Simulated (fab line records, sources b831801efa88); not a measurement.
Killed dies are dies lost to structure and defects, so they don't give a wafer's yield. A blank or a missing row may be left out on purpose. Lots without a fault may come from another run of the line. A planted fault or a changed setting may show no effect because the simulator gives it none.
A struck lot beside a sound one | flow sky130 | 18 steps out of a route of 708
Sound: wafers L398.1, L398.5, L398.6. Struck: wafers L408.2, L408.4, L408.6. The cause comes at the end.
At each step with rows: each side's tool, then ch and its chambers, then its first start. Under that, the readings that differ: sound wafers | struck wafers | difference of the means | sigmas: that difference in standard deviations of wafers without a fault.
alike: readings whose means differ by less than 2 such deviations, and words and numbers that are the same on both sides. not compared: withheld readings, readings that some wafer has no value for, bounds like >300 that may hide the same value, and numbers for which the record gives no deviation and whose values overlap.
The two part at a step that has a row with sigmas, a row that says differs or no value, or rows on one side only. Numbers that don't overlap but have no deviation are shown without sigmas and don't part them. A reading that every wafer of one side lacks parts them only if that side has two wafers or more.

first, 3 steps without rows for these wafers: SKY_VIA1_EXPOSE_09 (exposes mask VIM, target cd 150 nm); SKY_VIA1_PEB_10; SKY_VIA1_DEVELOP_11 (develop time 61.76 s).
SKY_VIA1_CD_MEAS_12: target cd 150 nm.
  sound on cd_sem-02, day 36 02:13; struck on cd_sem-01, day 39 08:32
  alike: cd_nm
SKY_VIA1_OVL_MEAS_13:
  sound on overlay-01, day 36 02:20; struck on overlay-01, day 39 08:39
  alike: VIA1_OVL
SKY_VIA1_ETCH_14: etches BARC in N2/H2, stops on SiO2, time 45.9 s, target depth 60 nm.
  sound on rie_diel-01 ch 1,2,3, day 36 02:22; struck on rie_diel-02 ch 1,3, day 39 08:41
  alike: drypump_motor_current_A, oes_product_au, throttle_valve_pct
  not compared: rf_hours_counter_h
SKY_VIA1_ETCH_15: etches SiO2 in C4F8/O2/Ar, stops on TiN, target depth 351 nm, time 54 s.
  sound on rie_diel-01 ch 1,2,3, day 36 02:24; struck on rie_diel-02 ch 1,3, day 39 08:43
  alike: oes_product_au
  not compared: rf_hours_counter_h
SKY_VIA1_STRIP_16: strips in O2/N2.
  sound on plasma_asher-01 ch 0,1, day 36 02:27; struck on plasma_asher-04 ch 0,1, day 39 08:46
  alike: drypump_motor_current_A, oes_product_au, strip_time_to_endpoint_s
  not compared: rf_hours_counter_h
then, 3 steps without rows for these wafers: SKY_VIA1_STRIP_17 (strips in post etch residue remover, time 1200 s); SKY_VIA1_CLEAN_18 (cleans in IPA, time 180 s); SKY_VIA1_CLEAN_19 (cleans in O3/DIW).
SKY_VIA1_SPUTTER_20: material TiN, target thk 20 nm, time 80 s.
  sound on pvd_sputter-01, day 36 03:02; struck on pvd_sputter-03, day 39 09:22
  alike: throttle_valve_pct
SKY_VIA1_CVD_21: deposits W, target thk 270 nm, time 80.902 s.
  sound on cvd_w-01 ch 0,1, day 36 03:06; struck on cvd_w-02 ch 0,1, day 39 09:25
  reading                            | sound           | struck          | difference | sigmas
  model.W_of_VIA1_CVD_21.thk_nm (nm) | 275.9 271.3 273 | 236.5 235.2 234 | -38.2      |
  alike: heater_power_w
SKY_VIA1_RS_MEAS_22: measures by four-point-probe.
  sound on film_metro-04, day 36 03:12; struck on film_metro-04, day 39 09:32
  reading            | sound             | struck            | difference | sigmas
  VIA1_W_RS (ohm/sq) | 0.416 0.424 0.422 | 0.486 0.490 0.492 | +0.069     | +10
SKY_VIA1_THK_MEAS_23: measures by xrf.
  sound on film_metro-04, day 36 03:19; struck on film_metro-04, day 39 09:38
  reading         | sound       | struck      | difference | sigmas
  VIA1_W_THK (nm) | 282 277 278 | 240 239 238 | -40        | -8
SKY_VIA1_CMP_24: polishes, stops on SiO2, t overpolish 15 s, target thk 0 nm.
  sound on cmp-01 ch 0,3, day 36 03:23; struck on cmp-02 ch 0,2, day 39 09:44
  reading                | sound          | struck         | difference | sigmas
  time_to_endpoint_s (s) | 66.2 66.4 66.1 | 59.3 54.6 57.0 | -9.3       | -3
  alike: motor_current_A
SKY_METAL2_SPUTTER_00: material Ti, target thk 15 nm, time 10 s.
  sound on pvd_sputter-02, day 36 03:41; struck on pvd_sputter-02, day 39 09:59
  alike: throttle_valve_pct
-- the record jumps here: 10 days lie between the struck wafers' starts before and after (it left off in module METAL2 and takes up again in module PAD_OPEN, whose first step shown is number 708 of the route) --
SKY_PAD_OPEN_PROBE_99:
  sound on prober-01, day 47 08:47; struck on prober-01, day 49 19:22
  alike: defect_limited_yield, killed_at_M0_to_M3, killed_at_M4_up, killed_at_contacts, killed_at_front_end, killed_at_other, killed_dies, killed_open, killed_short, sort_bin_3_pad_short, sort_bin_5_function, sort_bin_6_memory, sort_n_pass, sort_yield_pct

WHERE THEY PART
First at SKY_VIA1_RS_MEAS_22; last, within this record, at SKY_VIA1_CMP_24. Later steps at which nothing parts them and some readings are alike: SKY_METAL2_SPUTTER_00, SKY_PAD_OPEN_PROBE_99.

WHY: what the simulator had put in
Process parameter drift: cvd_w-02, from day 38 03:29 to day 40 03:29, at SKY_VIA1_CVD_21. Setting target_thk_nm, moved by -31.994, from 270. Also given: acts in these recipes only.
